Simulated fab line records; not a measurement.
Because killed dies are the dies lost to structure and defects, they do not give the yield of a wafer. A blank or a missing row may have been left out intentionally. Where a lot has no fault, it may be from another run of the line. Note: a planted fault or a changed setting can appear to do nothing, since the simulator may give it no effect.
Which tool was responsible? :: flow gf180mcu :: 13 lots, 39 wafers sampled, at 7 steps of a route of 602

== WHAT THE GAUGES SHOWED, per wafer ==
GF_NSD_CD_MEAS_07: target cd 400 nm.
lot: L508
measured: day 13 09:25
on: cdSem-01
cdNm (nm): 396.3 396.5 398.7

lot: L509
measured: day 13 22:53
on: cdSem-01
cdNm (nm): 401.9 401.5 400.3

lot: L511
measured: day 14 10:40
on: cdSem-02
cdNm (nm): 401.4 403.3 401.0

lot: L514
measured: day 15 17:26
on: cdSem-02
cdNm (nm): - - -

lot: L515
measured: day 16 03:38
on: cdSem-01
cdNm (nm): 403.0 402.2 402.5

lot: L518
measured: day 16 18:02
on: cdSem-01
cdNm (nm): 397.9 400.3 396.5

lot: L522
measured: day 18 06:14
on: cdSem-02
cdNm (nm): 398.1 400.6 400.0

lot: L523
measured: day 18 14:17
on: cdSem-02
cdNm (nm): 399.9 399.4 401.7

lot: L524
measured: day 18 20:02
on: cdSem-01
cdNm (nm): 403.4 401.3 402.2

lot: L525
measured: day 19 03:31
on: cdSem-02
cdNm (nm): 392.3 393.1 392.6

lot: L527
measured: day 20 01:49
on: cdSem-02
cdNm (nm): 402.6 404.1 403.4

lot: L528
measured: day 20 09:40
on: cdSem-01
cdNm (nm): 397.5 397.7 397.2

lot: L531
measured: day 21 13:34
on: cdSem-02
cdNm (nm): 397.0 397.4 397.9

GF_NSD_TW_MEAS_12.
lot: L508
measured: day 13 09:57
on: filmMetro-02
NSD_TW: 4256 4247 4258

lot: L509
measured: day 13 23:26
on: filmMetro-03
NSD_TW: 4337 4334 4355

lot: L511
measured: day 14 11:13
on: filmMetro-02
NSD_TW: 4228 4259 4226

lot: L514
measured: day 15 17:59
on: filmMetro-02
NSD_TW: 30 30 30

lot: L515
measured: day 16 04:11
on: filmMetro-04
NSD_TW: 4236 4238 4209

lot: L518
measured: day 16 18:35
on: filmMetro-02
NSD_TW: 4285 4282 4281

lot: L522
measured: day 18 06:47
on: filmMetro-03
NSD_TW: 4310 4313 4327

lot: L523
measured: day 18 14:50
on: filmMetro-04
NSD_TW: 4158 4151 4164

lot: L524
measured: day 18 20:35
on: filmMetro-04
NSD_TW: 4156 4172 4141

lot: L525
measured: day 19 04:05
on: filmMetro-02
NSD_TW: 4225 4202 4203

lot: L527
measured: day 20 02:22
on: filmMetro-02
NSD_TW: 4205 4209 4212

lot: L528
measured: day 20 10:14
on: filmMetro-02
NSD_TW: 4221 4203 4222

lot: L531
measured: day 21 14:08
on: filmMetro-04
NSD_TW: 4136 4136 4130

GF_PSD_TW_MEAS_11.
lot: L508
measured: day 14 06:22
on: filmMetro-03
PSD_TW: 3254 3254 3250

lot: L509
measured: day 14 19:23
on: filmMetro-04
PSD_TW: 3154 3152 3165

lot: L511
measured: day 15 09:53
on: filmMetro-02
PSD_TW: 3186 3199 3177

lot: L514
measured: day 16 16:17
on: filmMetro-04
PSD_TW: 4248 4258 4229

lot: L515
measured: day 17 02:49
on: filmMetro-02
PSD_TW: 3191 3202 3182

lot: L518
measured: day 17 18:05
on: filmMetro-04
PSD_TW: 3107 3117 3106

lot: L522
measured: day 19 07:23
on: filmMetro-04
PSD_TW: 3103 3107 3102

lot: L523
measured: day 19 15:38
on: filmMetro-04
PSD_TW: 3108 3108 3102

lot: L524
measured: day 19 21:11
on: filmMetro-03
PSD_TW: 3256 3235 3266

lot: L525
measured: day 20 04:35
on: filmMetro-04
PSD_TW: 3099 3097 3122

lot: L527
measured: day 21 02:30
on: filmMetro-02
PSD_TW: 3149 3156 3162

lot: L528
measured: day 21 10:11
on: filmMetro-02
PSD_TW: 3147 3164 3152

lot: L531
measured: day 22 14:07
on: filmMetro-03
PSD_TW: 3276 3256 3265

GF_CONTACT_BOW_MEAS_05.
lot: L508
measured: day 15 06:07
on: filmMetro-03
CONTACT_BOW (um): 67 55 58

lot: L509
measured: day 15 17:52
on: filmMetro-01
CONTACT_BOW (um): 66 60 63

lot: L511
measured: day 16 10:34
on: filmMetro-01
CONTACT_BOW (um): 60 62 68

lot: L514
measured: day 17 16:15
on: filmMetro-04
CONTACT_BOW (um): 60 63 68

lot: L515
measured: day 18 04:07
on: filmMetro-03
CONTACT_BOW (um): 73 79 70

lot: L518
measured: day 18 19:53
on: filmMetro-01
CONTACT_BOW (um): 60 73 72

lot: L522
measured: day 20 09:15
on: filmMetro-01
CONTACT_BOW (um): 68 77 55

lot: L523
measured: day 20 17:35
on: filmMetro-04
CONTACT_BOW (um): 71 57 61

lot: L524
measured: day 20 22:50
on: filmMetro-01
CONTACT_BOW (um): 53 53 67

lot: L525
measured: day 21 06:47
on: filmMetro-01
CONTACT_BOW (um): 56 72 60

lot: L527
measured: day 22 04:30
on: filmMetro-03
CONTACT_BOW (um): 64 62 60

lot: L528
measured: day 22 11:12
on: filmMetro-04
CONTACT_BOW (um): 57 66 67

lot: L531
measured: day 23 15:26
on: filmMetro-01
CONTACT_BOW (um): 64 70 54

== TOOL THAT RAN EACH LOT (tool first, then ch and the chambers of the sampled wafers, then the start) ==
lot: L508
GF_VT_IMPLANT_RTA_45: rtpAnneal-01 ch 0, day 7 14:19
GF_NSD_EXPOSE_04: ilineStepper-01 ch 0, day 12 23:44
GF_SAB_STRIP_13: plasmaAsher-04 ch 0,1, day 15 04:52

lot: L509
GF_VT_IMPLANT_RTA_45: rtpAnneal-01 ch 0, day 8 00:28
GF_NSD_EXPOSE_04: ilineStepper-01 ch 0, day 13 12:46
GF_SAB_STRIP_13: plasmaAsher-04 ch 0,1, day 15 16:37

lot: L511
GF_VT_IMPLANT_RTA_45: rtpAnneal-02 ch 0, day 8 11:07
GF_NSD_EXPOSE_04: ilineStepper-02 ch 0, day 14 00:57
GF_SAB_STRIP_13: plasmaAsher-04 ch 0,1, day 16 09:16

lot: L514
GF_VT_IMPLANT_RTA_45: rtpAnneal-02 ch 0, day 9 07:11
GF_NSD_EXPOSE_04: ilineStepper-02 ch 0, day 15 07:09
GF_SAB_STRIP_13: plasmaAsher-04 ch 0,1, day 17 14:59

lot: L515
GF_VT_IMPLANT_RTA_45: rtpAnneal-02 ch 0, day 9 13:41
GF_NSD_EXPOSE_04: ilineStepper-02 ch 0, day 15 16:47
GF_SAB_STRIP_13: plasmaAsher-02 ch 0,1, day 18 02:52

lot: L518
GF_VT_IMPLANT_RTA_45: rtpAnneal-01 ch 0, day 10 08:11
GF_NSD_EXPOSE_04: ilineStepper-01 ch 0, day 16 07:23
GF_SAB_STRIP_13: plasmaAsher-04 ch 0,1, day 18 18:39

lot: L522
GF_VT_IMPLANT_RTA_45: rtpAnneal-01 ch 0, day 11 12:16
GF_NSD_EXPOSE_04: ilineStepper-01 ch 0, day 17 19:09
GF_SAB_STRIP_13: plasmaAsher-01 ch 0,1, day 20 07:52

lot: L523
GF_VT_IMPLANT_RTA_45: rtpAnneal-01 ch 0, day 11 15:49
GF_NSD_EXPOSE_04: ilineStepper-02 ch 0, day 18 03:04
GF_SAB_STRIP_13: plasmaAsher-04 ch 0,1, day 20 16:20

lot: L524
GF_VT_IMPLANT_RTA_45: rtpAnneal-02 ch 0, day 11 22:43
GF_NSD_EXPOSE_04: ilineStepper-01 ch 0, day 18 07:55
GF_SAB_STRIP_13: plasmaAsher-01 ch 0,1, day 20 21:28

lot: L525
GF_VT_IMPLANT_RTA_45: rtpAnneal-02 ch 0, day 12 07:11
GF_NSD_EXPOSE_04: ilineStepper-01 ch 0, day 18 15:47
GF_SAB_STRIP_13: plasmaAsher-04 ch 0,1, day 21 05:32

lot: L527
GF_VT_IMPLANT_RTA_45: rtpAnneal-02 ch 0, day 12 20:51
GF_NSD_EXPOSE_04: ilineStepper-01 ch 0, day 19 14:07
GF_SAB_STRIP_13: plasmaAsher-01 ch 0,1, day 22 03:14

lot: L528
GF_VT_IMPLANT_RTA_45: rtpAnneal-02 ch 0, day 13 00:17
GF_NSD_EXPOSE_04: ilineStepper-02 ch 0, day 19 22:42
GF_SAB_STRIP_13: plasmaAsher-02 ch 0,1, day 22 09:55

lot: L531
GF_VT_IMPLANT_RTA_45: rtpAnneal-01 ch 0, day 14 00:49
GF_NSD_EXPOSE_04: ilineStepper-02 ch 0, day 21 01:53
GF_SAB_STRIP_13: plasmaAsher-02 ch 0,1, day 23 14:07
- GF_VT_IMPLANT_RTA_45: time 30 s.
- GF_NSD_EXPOSE_04: exposes mask Nplus, target cd 400 nm.
- GF_SAB_STRIP_13: strips in O2/N2.

== WHAT THE TOOLS THEMSELVES READ (means of the sampled wafers that have a number; where no wafer has one, the mark that the record gives instead) ==
GF_VT_IMPLANT_RTA_45.
lot: L508
tool: rtpAnneal-01
annealTempCMax: 1053.7
lampPowerPct (%): 36.8
wafer_temp_C_max: 1056.0

lot: L509
tool: rtpAnneal-01
annealTempCMax: 1054.0
lampPowerPct (%): 36.8
wafer_temp_C_max: 1057.5

lot: L511
tool: rtpAnneal-02
annealTempCMax: 1054.0
lampPowerPct (%): 39.8
wafer_temp_C_max: 1058.7

lot: L514
tool: rtpAnneal-02
annealTempCMax: 1054.4
lampPowerPct (%): 39.8
wafer_temp_C_max: 1059.3

lot: L515
tool: rtpAnneal-02
annealTempCMax: 1053.5
lampPowerPct (%): 39.8
wafer_temp_C_max: 1057.4

lot: L518
tool: rtpAnneal-01
annealTempCMax: 1054.0
lampPowerPct (%): 36.8
wafer_temp_C_max: 1059.0

lot: L522
tool: rtpAnneal-01
annealTempCMax: 1053.8
lampPowerPct (%): 36.8
wafer_temp_C_max: 1058.1

lot: L523
tool: rtpAnneal-01
annealTempCMax: 1053.3
lampPowerPct (%): 36.8
wafer_temp_C_max: 1057.5

lot: L524
tool: rtpAnneal-02
annealTempCMax: 1054.1
lampPowerPct (%): 39.8
wafer_temp_C_max: 1057.1

lot: L525
tool: rtpAnneal-02
annealTempCMax: 1054.7
lampPowerPct (%): 39.7
wafer_temp_C_max: 1057.2

lot: L527
tool: rtpAnneal-02
annealTempCMax: 1054.0
lampPowerPct (%): 39.8
wafer_temp_C_max: 1058.7

lot: L528
tool: rtpAnneal-02
annealTempCMax: 1054.1
lampPowerPct (%): 39.8
wafer_temp_C_max: 1058.3

lot: L531
tool: rtpAnneal-01
annealTempCMax: 1054.1
lampPowerPct (%): 36.8
wafer_temp_C_max: 1058.1

GF_SAB_STRIP_13.
lot: L508
tool: plasmaAsher-04
drypumpMotorCurrentA (A): 5.9
heaterPowerW (W): 323
oesProductAu (a.u.): 0.712
stripTimeToEndpointS (s): 12.66

lot: L509
tool: plasmaAsher-04
drypumpMotorCurrentA (A): 5.9
heaterPowerW (W): 326
oesProductAu (a.u.): 0.703
stripTimeToEndpointS (s): 12.59

lot: L511
tool: plasmaAsher-04
drypumpMotorCurrentA (A): 5.9
heaterPowerW (W): 319
oesProductAu (a.u.): 0.706
stripTimeToEndpointS (s): 12.66

lot: L514
tool: plasmaAsher-04
drypumpMotorCurrentA (A): 5.9
heaterPowerW (W): 321
oesProductAu (a.u.): 0.708
stripTimeToEndpointS (s): 12.59

lot: L515
tool: plasmaAsher-02
drypumpMotorCurrentA (A): 5.8
heaterPowerW (W): 330
oesProductAu (a.u.): 0.709
stripTimeToEndpointS (s): 12.62

lot: L518
tool: plasmaAsher-04
drypumpMotorCurrentA (A): 5.9
heaterPowerW (W): 318
oesProductAu (a.u.): 0.705
stripTimeToEndpointS (s): 12.59

lot: L522
tool: plasmaAsher-01
drypumpMotorCurrentA (A): 5.6
heaterPowerW (W): 331
oesProductAu (a.u.): 0.708
stripTimeToEndpointS (s): 12.58

lot: L523
tool: plasmaAsher-04
drypumpMotorCurrentA (A): 5.9
heaterPowerW (W): 319
oesProductAu (a.u.): 0.707
stripTimeToEndpointS (s): 12.62

lot: L524
tool: plasmaAsher-01
drypumpMotorCurrentA (A): 5.6
heaterPowerW (W): 333
oesProductAu (a.u.): 0.706
stripTimeToEndpointS (s): 12.62

lot: L525
tool: plasmaAsher-04
drypumpMotorCurrentA (A): 5.9
heaterPowerW (W): 322
oesProductAu (a.u.): 0.712
stripTimeToEndpointS (s): 12.60

lot: L527
tool: plasmaAsher-01
drypumpMotorCurrentA (A): 5.6
heaterPowerW (W): 330
oesProductAu (a.u.): 0.706
stripTimeToEndpointS (s): 12.63

lot: L528
tool: plasmaAsher-02
drypumpMotorCurrentA (A): 5.3
heaterPowerW (W): 301
oesProductAu (a.u.): 0.713
stripTimeToEndpointS (s): 12.62

lot: L531
tool: plasmaAsher-02
drypumpMotorCurrentA (A): 5.3
heaterPowerW (W): 299
oesProductAu (a.u.): 0.707
stripTimeToEndpointS (s): 12.63

== THE ANSWER, worked out from the rows above alone ==
Rule: what is usual is taken from the lots themselves. Put in order of their means at a reading, lots are off if they are a third of the lots or fewer, leave a main group of 4 or more, and stand apart from it by a gap of 3 or more times the standard deviation of the main group's means; of several such gaps the widest counts. A main group whose means are all the same, to the digits that the tables above print for the reading, isn't used. A lot without any number at a reading at which 4 lots or more have one is off too. Where the step has rows for the other lots, those lots are counted as sound. After the gauges, taken in route order, come the tools' own readings; for these a lot's mean is taken, as printed above. At the first step where some lot is off, the reading lying furthest off is the one used; lots without a number count as furthest.
Off: L514 (GF_NSD_CD_MEAS_07, cdNm). Without a number there: L514. Mean 399.5 nm and standard deviation 2.9 in the main group.
If a tool, at a process step before that reading, ran all the lots that are off and no sound lot after the first of them, it fits. The gauges at GF_NSD_CD_MEAS_07 aren't tried: what is off there is off at GF_NSD_TW_MEAS_12 too, on other tools, and a gauge's error can't cause that. Not one of the candidates tried fits.

== WHAT HAD BEEN PUT IN BY THE SIMULATOR ==
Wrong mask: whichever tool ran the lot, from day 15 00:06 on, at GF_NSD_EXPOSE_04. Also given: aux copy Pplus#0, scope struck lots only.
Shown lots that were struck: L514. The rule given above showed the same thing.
